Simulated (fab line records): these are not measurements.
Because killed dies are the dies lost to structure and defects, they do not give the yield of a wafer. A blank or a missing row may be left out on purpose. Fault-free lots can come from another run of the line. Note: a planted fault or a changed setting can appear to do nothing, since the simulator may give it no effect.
Which tool was responsible? | flow gf180mcu | 13 lots with 38 wafers sampled at 3 steps, on a route of 602 steps

## WHAT THE GAUGES SHOWED, per wafer
GF_STI_THK_MEAS_04.
lot  | measured    | on            | STI_CVD_03_THK (nm)
L174 | day 1 14:52 | film-metro-02 | 204.6 206.2 205.2
L177 | day 2 05:33 | film-metro-04 | 207.1 206.5 206.6
L180 | day 2 22:14 | film-metro-04 | 208.7 206.6 206.7
L182 | day 3 07:32 | film-metro-01 | 207.3 207.2 206.0
L183 | day 3 11:23 | film-metro-01 | 206.6 208.4 207.6
L185 | day 3 21:08 | film-metro-02 | 207.4 206.0 206.3
L186 | day 4 03:42 | film-metro-04 | 210.0 208.7 209.7
L187 | day 4 07:34 | film-metro-02 | 211.1 209.9
L189 | day 4 17:51 | film-metro-02 | 208.5 207.5 208.7
L190 | day 4 21:34 | film-metro-02 | 208.2 207.5 206.9
L191 | day 5 02:54 | film-metro-04 | 202.9 203.4 205.0
L192 | day 5 08:33 | film-metro-02 | 208.8 207.6 209.1
L197 | day 6 08:35 | film-metro-02 | 207.6 207.6 205.6

GF_STI_THK_MEAS_24.
lot  | measured    | on            | STI_CVD_23_THK (nm)
L174 | day 2 03:52 | film-metro-02 | 650 655 659
L177 | day 2 21:56 | film-metro-01 | 645 630 643
L180 | day 3 12:31 | film-metro-04 | 651 670 658
L182 | day 3 23:25 | film-metro-04 | 650 667 646
L183 | day 4 02:49 | film-metro-04 | 649 658 643
L185 | day 4 12:56 | film-metro-02 | 640 658 641
L186 | day 4 19:08 | film-metro-04 | 648 652 653
L187 | day 4 22:55 | film-metro-04 | 640 631
L189 | day 5 09:55 | film-metro-04 | 602 592 611 603 592 611
L190 | day 5 13:27 | film-metro-02 | 675 658 656
L191 | day 5 19:11 | film-metro-04 | 593 601 608 593 602 607
L192 | day 6 01:41 | film-metro-01 | 587 608 601 587 607 602
L197 | day 7 06:38 | film-metro-02 | 640 654 655

## WHAT TOOL EACH LOT RAN ON (gives the tool, then ch and the chambers of the sampled wafers, and finally the start)
lot  | GF_STI_CVD_23
L174 | hdpcvd-01 ch 0,1, day 2 03:46
L177 | hdpcvd-02 ch 0,1, day 2 21:51
L180 | hdpcvd-01 ch 0,1,2, day 3 12:26
L182 | hdpcvd-01 ch 0,2, day 3 23:20
L183 | hdpcvd-01 ch 0,1,2, day 4 02:45
L185 | hdpcvd-02 ch 1,2, day 4 12:52
L186 | hdpcvd-02 ch 0,2, day 4 19:04
L187 | hdpcvd-02 ch 0,1, day 4 22:49
L189 | hdpcvd-02 ch 1,2, day 5 09:49
L190 | hdpcvd-01 ch 0,1,2, day 5 13:23
L191 | hdpcvd-02 ch 0,1,2, day 5 19:06
L192 | hdpcvd-02 ch 0,1,2, day 6 01:36
L197 | hdpcvd-01 ch 0,1,2, day 7 06:32
- GF_STI_CVD_23: deposits SiO2, target thk 650 nm, time 108.3 s.

## AS READ BY THE TOOLS THEMSELVES (means over the sampled wafers that have a number; for cases with no such wafer, the mark the record gives instead)
GF_STI_CVD_23.
lot  | tool      | pressure-mtorr (mTorr)
L174 | hdpcvd-01 | 5.997
L177 | hdpcvd-02 | 6.000
L180 | hdpcvd-01 | 6.001
L182 | hdpcvd-01 | 6.003
L183 | hdpcvd-01 | 5.997
L185 | hdpcvd-02 | 5.994
L186 | hdpcvd-02 | 6.001
L187 | hdpcvd-02 | 6.000
L189 | hdpcvd-02 | 6.016
L190 | hdpcvd-01 | 6.000
L191 | hdpcvd-02 | 6.007
L192 | hdpcvd-02 | 5.999
L197 | hdpcvd-01 | 6.013

## THE ANSWER, worked out from the rows above alone
Rule: what is usual is taken from the lots themselves. The widest of any qualifying gaps counts: lots, ordered by their means at a reading, are off when they make up no more than a third of the lots, leave a main group of 4 or more, and stand apart from it by 3 or more times the standard deviation of that group's means. Not used: any main group whose means are identical at the precision the tables above print for the reading. A lot without any number at a reading at which 4 lots or more have one is off too. Any other lot the step has rows for is counted as sound. After the gauges, taken in route order, come the tools' own readings; for these a lot's mean is taken, as printed above. The first step at which some lot is off is used, and at that step the reading that is off furthest; a lot without a number counts as furthest.
Off: L189, L191, L192, seen at GF_STI_THK_MEAS_24 (STI_CVD_23_THK). The main group: mean 650 nm, standard deviation 8.
A tool fits if, at a process step before that reading, it ran every lot that is off, and no sound lot after the first of them. Gauges at GF_STI_THK_MEAS_24: tried the same way as those tools. One fits: hdpcvd-02 at GF_STI_CVD_23. Its last sound lot is L187 (day 4 22:49), its first lot that is off L189 (day 5 09:49): a fault that began between those two fits.

## WHAT WAS PUT IN BY THE SIMULATOR
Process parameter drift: hdpcvd-02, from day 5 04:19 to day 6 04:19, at GF_STI_CVD_23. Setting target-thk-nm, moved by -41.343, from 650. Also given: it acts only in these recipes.
Struck lots among those shown: L189, L191, L192. This agrees with what the rule above found.
